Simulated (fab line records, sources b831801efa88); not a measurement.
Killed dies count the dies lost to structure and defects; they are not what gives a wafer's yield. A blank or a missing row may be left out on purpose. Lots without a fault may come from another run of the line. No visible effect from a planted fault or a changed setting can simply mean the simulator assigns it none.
Matching of chambers :: flow sky130 :: SKY_PAD_OPEN_ETCH_07 on rieDiel-01 has 4 sister chambers
The step etches the open film in CF4/O2, stops on AlCu, target depth 725 nm, time 161.1 s. 8 wafers are shown with their chamber, then 7 later ones without.

WAFERS PAIRED WITH THEIR CHAMBERS
wafer: L913.4
chamber: 1
drypumpMotorCurrentA (A): 5.7
throttleValvePct (%): 5.975

wafer: L915.1
chamber: 3
drypumpMotorCurrentA (A): 5.5
throttleValvePct (%): 5.974

wafer: L915.3
chamber: 1
drypumpMotorCurrentA (A): 5.6
throttleValvePct (%): 5.978

wafer: L930.3
chamber: 2
drypumpMotorCurrentA (A): 6.2
throttleValvePct (%): 5.984

wafer: L930.5
chamber: 3
drypumpMotorCurrentA (A): 5.5
throttleValvePct (%): 5.976

wafer: L930.6
chamber: 0
drypumpMotorCurrentA (A): 6.4
throttleValvePct (%): 5.961

wafer: L931.1
chamber: 2
drypumpMotorCurrentA (A): 6.2
throttleValvePct (%): 5.963

wafer: L931.2
chamber: 0
drypumpMotorCurrentA (A): 6.4
throttleValvePct (%): 5.957

WAFERS WITHOUT THEIR CHAMBER
wafer: L931.5
drypumpMotorCurrentA (A): 5.4
throttleValvePct (%): 5.965

wafer: L933.1
drypumpMotorCurrentA (A): 6.4
throttleValvePct (%): 5.962

wafer: L933.4
drypumpMotorCurrentA (A): 5.5
throttleValvePct (%): 5.973

wafer: L933.6
drypumpMotorCurrentA (A): 6.4
throttleValvePct (%): 5.964

wafer: L935.2
drypumpMotorCurrentA (A): 5.7
throttleValvePct (%): 5.974

wafer: L935.3
drypumpMotorCurrentA (A): 6.3
throttleValvePct (%): 5.969

wafer: L935.6
drypumpMotorCurrentA (A): 5.7
throttleValvePct (%): 5.954

CHAMBER TAKEN BY EACH
wafer: L931.5
from the rows above: 3
in truth: 3

wafer: L933.1
from the rows above: 0
in truth: 0

wafer: L933.4
from the rows above: 3
in truth: 3

wafer: L933.6
from the rows above: 0
in truth: 0

wafer: L935.2
from the rows above: 1
in truth: 1

wafer: L935.3
from the rows above: can't be placed: 2 or 0
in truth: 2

wafer: L935.6
from the rows above: 1
in truth: 1
6 of 7 placed correctly. Cannot be placed on the basis of these rows: 1; the candidates contain the true chamber in 1. 0 placed wrongly.
How it was worked out, from the rows above alone: a wafer's distance from a chamber is the root of the sum, over the readings, of the square of ((its reading less the chamber's mean) divided by the reading's scatter). The wafer belongs to the nearest chamber; if the next one is less than 2 further off, it can't be placed. A chamber's mean is the mean of its shown wafers. How the scatter is found: for the shown wafers, subtract from each reading the mean of its chamber, square and add these, divide the total by (wafers less chambers), then take the root.
